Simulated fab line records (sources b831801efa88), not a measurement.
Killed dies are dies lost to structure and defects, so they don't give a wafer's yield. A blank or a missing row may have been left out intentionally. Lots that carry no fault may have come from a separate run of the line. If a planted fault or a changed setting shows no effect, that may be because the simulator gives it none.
Split-lot experiment + flow sfq-line + 23 wafers read from 5 lots, route of 325 steps

## THE SPLIT
At SFQ_TRILAYER_M6_LITHO_COAT_164 (resist thk 62 nm), the setting spin-rpm was moved away from the recipe's 3000 rpm on 10 of the 23 wafers read, by -5.7% to +7.0%. This setting was run at the recipe's value on the other wafers.

Reading taken at the split's own step.

## THE READING
BARC_of_TRILAYER_M6_LITHO_COAT_164.thk-nm (the simulator's own value, which no gauge read), in nm, at SFQ_TRILAYER_M6_LITHO_COAT_164 (resist thk 62 nm). The file gives no usual value for it. Across the 13 wafers here that went through the recipe, the average is 62.07 nm and the standard deviation 0.069 nm.

| wafer  | tool, chamber at the split | spin-rpm as run, rpm | against the recipe | BARC_of_TRILAYER_M6_LITHO_COAT_164.thk-nm, nm | against lot-mates on the recipe |
|--------|----------------------------|----------------------|--------------------|-----------------------------------------------|---------------------------------|
| L077.1 | litho-track-01, 0          | 3000                 | recipe             | 62.1                                          | -                               |
| L077.2 | litho-track-01, 0          | 2829                 | -5.7%              | 63.92                                         | +1.83                           |
| L077.3 | litho-track-01, 0          | 2829                 | -5.7%              | 63.83                                         | +1.74                           |
| L077.4 | litho-track-01, 0          | 3000                 | recipe             | 62.03                                         | -                               |
| L077.5 | litho-track-01, 0          | 3000                 | recipe             | 62.15                                         | -                               |
| L078.1 | litho-track-03, 0          | 3000                 | recipe             | 62.07                                         | -                               |
| L078.2 | litho-track-03, 0          | 3211                 | +7.0%              | 60.09                                         | -2.01                           |
| L078.3 | litho-track-03, 0          | 3211                 | +7.0%              | 60.17                                         | -1.93                           |
| L078.4 | litho-track-03, 0          | 3000                 | recipe             | 62.13                                         | -                               |
| L078.6 | litho-track-03, 0          | 3211                 | +7.0%              | 60.02                                         | -2.08                           |
| L079.1 | litho-track-03, 0          | 3107                 | +3.6%              | 60.92                                         | -1.09                           |
| L079.2 | litho-track-03, 0          | 3000                 | recipe             | 62.05                                         | -                               |
| L079.3 | litho-track-03, 0          | 3107                 | +3.6%              | 60.94                                         | -1.08                           |
| L079.4 | litho-track-03, 0          | 3107                 | +3.6%              | 61.01                                         | -1.01                           |
| L079.6 | litho-track-03, 0          | 3000                 | recipe             | 61.98                                         | -                               |
| L081.1 | litho-track-03, 0          | 3000                 | recipe             | 62.11                                         | -                               |
| L081.4 | litho-track-03, 0          | 3000                 | recipe             | 62.11                                         | -                               |
| L081.2 | litho-track-03, 0          | 3000                 | recipe             | 62.21                                         | -                               |
| L081.5 | litho-track-03, 0          | 2880                 | -4.0%              | 63.35                                         | +1.21                           |
| L081.6 | litho-track-03, 0          | 2880                 | -4.0%              | 63.51                                         | +1.37                           |
| L085.3 | litho-track-04, 0          | 3000                 | recipe             | 61.97                                         | -                               |
| L085.4 | litho-track-04, 0          | 3000                 | recipe             | 61.98                                         | -                               |
| L085.6 | litho-track-04, 0          | 3000                 | recipe             | 62.05                                         | -                               |

FIT RESULTS
A straight line over all 23 wafers: BARC_of_TRILAYER_M6_LITHO_COAT_164.thk-nm changes by -0.302 nm for each +1% of spin-rpm; r = -1.00; the points scatter about the line by 0.096 nm.
The same after taking each lot's own level away (the mean of its wafers on the recipe; 23 wafers): -0.298 nm for each +1%; r = -1.00; scatter 0.066 nm.
On that fit, the largest move of spin-rpm shifts the reading by 2.1 nm.
Measured against the standard deviation above, the lots' own levels, which go from 62.000 to 62.143 nm, span 2.1 times it.
The two slopes agree, so the slope changes little with the lot-to-lot level.
Check: -2.09 nm against its lot-mates is what the line predicts for one of the wafers moved furthest among these (+7.0%) when that wafer is left out of the fit. It came out at -2.01 nm against them.

## THE OTHER SPLITS THESE WAFERS WENT THROUGH
Before the reading, these wafers also passed through other splits. Each is held against what the fit with the lots' levels taken away leaves over:
| other split on the same wafers                  | wafers away from the commonest value | r with BARC_of_TRILAYER_M6_LITHO_COAT_164.thk-nm (lot level and that fit taken away) |
|-------------------------------------------------|--------------------------------------|--------------------------------------------------------------------------------------|
| SFQ_TRILAYER_M5_LITHO_COAT_123 resist-thk-nm    | 6                                    | -0.27                                                                                |
| SFQ_TRILAYER_M5_ETCH_METAL_ETCH_126 time-s      | 10                                   | +0.27                                                                                |
| SFQ_TRILAYER_R5_DEP_SPUTTER_133 time-s          | 9                                    | +0.10                                                                                |
| SFQ_TRILAYER_R5_LITHO_COAT_141 spin-rpm         | 5                                    | -0.08                                                                                |
| SFQ_TRILAYER_I5_LITHO_PEB_147 peb-temp-c        | 8                                    | -0.20                                                                                |
| SFQ_TRILAYER_I5_BARC_OPEN_VIA_ETCH_200 time-s   | 5                                    | +0.07                                                                                |
| SFQ_TRILAYER_C5_BARC_OPEN_VIA_ETCH_210 source-w | 10                                   | +0.00                                                                                |

## FILE'S OWN FIT
BARC_of_TRILAYER_M6_LITHO_COAT_164.thk-nm changes by -0.3 nm for each +1% of spin-rpm, r = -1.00.
